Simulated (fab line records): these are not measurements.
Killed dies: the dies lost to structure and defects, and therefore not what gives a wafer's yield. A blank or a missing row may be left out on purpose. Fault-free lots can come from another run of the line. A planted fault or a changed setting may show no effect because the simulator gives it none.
One fault seen from 2 desks || flow gf180mcu || only its own numbers are on each desk; what lay behind them is given at the end

## AT THE METROLOGY DESK
What the gauges read for every lot (on any tool): the sampled wafers with a number, averaged. If a lot's mean is further than 4 standard deviations from the usual mean, the lot is out of limits and carries the mark OUT (the distance appears in the brackets). Shown here are 7 of its 9 readings, the ones lying furthest out on some lot.
Columns: A = M3_ALCU_RS at GF_M3_RS_MEAS_05, usual 0.0693 ohm/sq; B = M3_ALCU_THK at GF_M3_THK_MEAS_06, usual 454 nm; C = cd-nm at GF_M3_CD_MEAS_14, usual 279.7 nm; D = M3_OVL at GF_M3_OVL_MEAS_15, usual -2 nm; E = V3_CVD_00_THK at GF_V3_THK_MEAS_01, usual 598 nm; F = V3_CVD_02_THK at GF_V3_THK_MEAS_03, usual 849 nm; G = V3_BOW at GF_V3_BOW_MEAS_05, usual 117 um
{"lot": "L883", "first seen here": "day 24 06:39", "A": 0.0690, "B": 454, "C": 280.6, "D": 0, "E": 606, "F": 834, "G": 125}
{"lot": "L885", "first seen here": "day 25 00:13", "A": 0.0699, "B": 450, "C": 278.7, "D": -3, "E": 598, "F": 840, "G": 126}
{"lot": "L889", "first seen here": "day 26 06:40", "A": 0.0702, "B": 445, "C": 280.5, "D": -1, "E": 595, "F": 846, "G": 111}
{"lot": "L890", "first seen here": "day 26 13:07", "A": 0.0694, "B": 457, "C": 277.2, "D": -3, "E": 586, "F": 860, "G": 108}
{"lot": "L891", "first seen here": "day 26 16:29", "A": 0.0686, "B": 457, "C": 280.1, "D": 1, "E": 603, "F": 857, "G": 121}
{"lot": "L893", "first seen here": "day 27 05:01", "A": 0.0682, "B": 471, "C": 279.7, "D": 4, "E": 588, "F": 857, "G": 111}
This desk found nothing out of limits on any of the 6 lots.

## AT THE TOOL OWNER'S DESK: pvd-sputter-01
The tool's own readings at GF_M3_SPUTTER_04 (material TiN, target thk 50 nm, time 41.7 s): means of the sampled wafers that have a number, for each lot that ran on this tool. If a lot's mean is further than 4 standard deviations from the usual mean, the lot is out of limits and carries the mark OUT (the distance appears in the brackets).
Columns: A = throttle-valve-pct at GF_M3_SPUTTER_04, usual 29.4 %
{"lot": "L883", "first seen here": "day 24 07:19", "A": 28.9}
{"lot": "L885", "first seen here": "day 25 00:52", "A": 28.7}
{"lot": "L890", "first seen here": "day 26 13:45", "A": 29.1}
{"lot": "L893", "first seen here": "day 27 06:10", "A": 28.2}
This desk found nothing out of limits on any of the 4 lots.

## ALL TOGETHER
The metrology desk saw nothing out of limits.
The tool owner's desk saw nothing out of limits.

## WHAT THE SIMULATOR PUT IN
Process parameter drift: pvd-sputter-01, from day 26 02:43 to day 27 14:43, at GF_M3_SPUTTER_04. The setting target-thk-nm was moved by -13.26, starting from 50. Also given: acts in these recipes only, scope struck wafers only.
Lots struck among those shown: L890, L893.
